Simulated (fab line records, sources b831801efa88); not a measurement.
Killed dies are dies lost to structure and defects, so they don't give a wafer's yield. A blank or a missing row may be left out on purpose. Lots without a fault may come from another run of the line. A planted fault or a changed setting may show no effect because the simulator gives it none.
A struck lot beside a sound one | flow sky130 | 18 steps out of a route of 708
Sound: wafers L214.2, L214.4, L214.6. Struck: wafers L223.1, L223.2, L223.3. The cause comes at the end.
At each step with rows: each side's tool, then ch and its chambers, then its first start. Under that, the readings that differ: sound wafers | struck wafers | difference of the means | sigmas: that difference in standard deviations of wafers without a fault.
alike: readings whose means differ by less than 2 such deviations, and words and numbers that are the same on both sides. not compared: withheld readings, readings that some wafer has no value for, bounds like >300 that may hide the same value, and numbers for which the record gives no deviation and whose values overlap.
The two part at a step that has a row with sigmas, a row that says differs or no value, or rows on one side only. Numbers that don't overlap but have no deviation are shown without sigmas and don't part them. A reading that every wafer of one side lacks parts them only if that side has two wafers or more.

first, 1 step without rows for these wafers: SKY_VT_ADJUST_PCH_IMPLANT_08.
SKY_VT_ADJUST_PCH_STRIP_09: strips in O2/N2.
  sound on plasma_asher-03 ch 1, day 12 12:39; struck on plasma_asher-03 ch 0,1, day 14 20:07
  alike: drypump_motor_current_A, oes_product_au, strip_time_to_endpoint_s
  not compared: rf_hours_counter_h
SKY_VT_ADJUST_PCH_TW_MEAS_10:
  sound on film_metro-04, day 12 12:46; struck on film_metro-02, day 14 20:13
  alike: VT_ADJUST_PCH_TW
then, 7 steps without rows for these wafers: SKY_SONOS_TUNNEL_DEHYDRATE_00 (time 60 s); SKY_SONOS_TUNNEL_HMDS_01 (prime time 60 s); SKY_SONOS_TUNNEL_COAT_02 (resist thk 1140 nm); SKY_SONOS_TUNNEL_SOFTBAKE_03 (time 60 s); SKY_SONOS_TUNNEL_EXPOSE_04 (exposes mask TUNM, target cd 410 nm); SKY_SONOS_TUNNEL_PEB_05; SKY_SONOS_TUNNEL_DEVELOP_06 (develop time 60 s).
SKY_SONOS_TUNNEL_CD_MEAS_07: target cd 410 nm.
  sound on cd_sem-02, day 13 13:07; struck on cd_sem-02, day 15 22:29
  alike: cd_nm
SKY_SONOS_TUNNEL_OVL_MEAS_08:
  sound on overlay-02, day 13 13:14; struck on overlay-01, day 15 22:37
  alike: SONOS_TUNNEL_OVL
SKY_SONOS_TUNNEL_IMPLANT_09:
  sound on implanter-03 ch 0, day 13 13:17; struck on implanter-01 ch 0, day 15 22:38
  reading            | sound             | struck         | difference | sigmas
  beam_on_s (s)      | 10.00 10.16 10.10 | 8.83 8.53 8.36 | -1.51      | -8
  faraday_current_uA | 5.64 5.52 5.60    | 6.38 6.63 6.73 | +0.99      | +9
  alike: beam_energy_keV, end_station_pressure_torr
then, 2 steps without rows for these wafers: SKY_SONOS_TUNNEL_WET_ETCH_10 (etches SiO2 in dHF, target depth 14 nm, time 280 s); SKY_SONOS_TUNNEL_STRIP_11 (strips in SPM, time 600 s).
SKY_SONOS_TUNNEL_TW_MEAS_12:
  sound on film_metro-02, day 13 13:41; struck on film_metro-02, day 15 23:04
  reading         | sound             | struck            | difference | sigmas
  SONOS_TUNNEL_TW | 200.1 198.6 199.4 | 190.0 190.8 189.8 | -9.2       | -8
then, 1 step without rows for these wafers: SKY_SONOS_TUNNEL_CLEAN_13 (cleans in dHF, time 20 s).
-- the record jumps here: 33 days lie between the struck wafers' starts before and after (it left off in module SONOS_TUNNEL and takes up again in module PAD_OPEN, whose first step shown is number 708 of the route) --
SKY_PAD_OPEN_PROBE_99:
  sound on prober-02, day 47 14:50; struck on prober-01, day 49 07:46
  reading                              | sound                  | struck                 | difference | sigmas
  model.etest.sonos_uncharged.vt_v (V) | -0.4263 -0.396 -0.4354 | -0.448 -0.4701 -0.4903 | -0.050     |
  alike: killed_at_M0_to_M3, killed_at_M4_up, killed_at_contacts, killed_at_front_end, killed_at_other, killed_dies, killed_open, killed_short

WHERE THEY PART
First at SKY_SONOS_TUNNEL_IMPLANT_09; last, within this record, at SKY_SONOS_TUNNEL_TW_MEAS_12. Later steps at which nothing parts them and some readings are alike: SKY_PAD_OPEN_PROBE_99.

WHY: what the simulator had put in
Process parameter drift: implanter-01, from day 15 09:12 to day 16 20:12, at SKY_SONOS_TUNNEL_IMPLANT_09. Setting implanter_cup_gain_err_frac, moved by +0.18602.
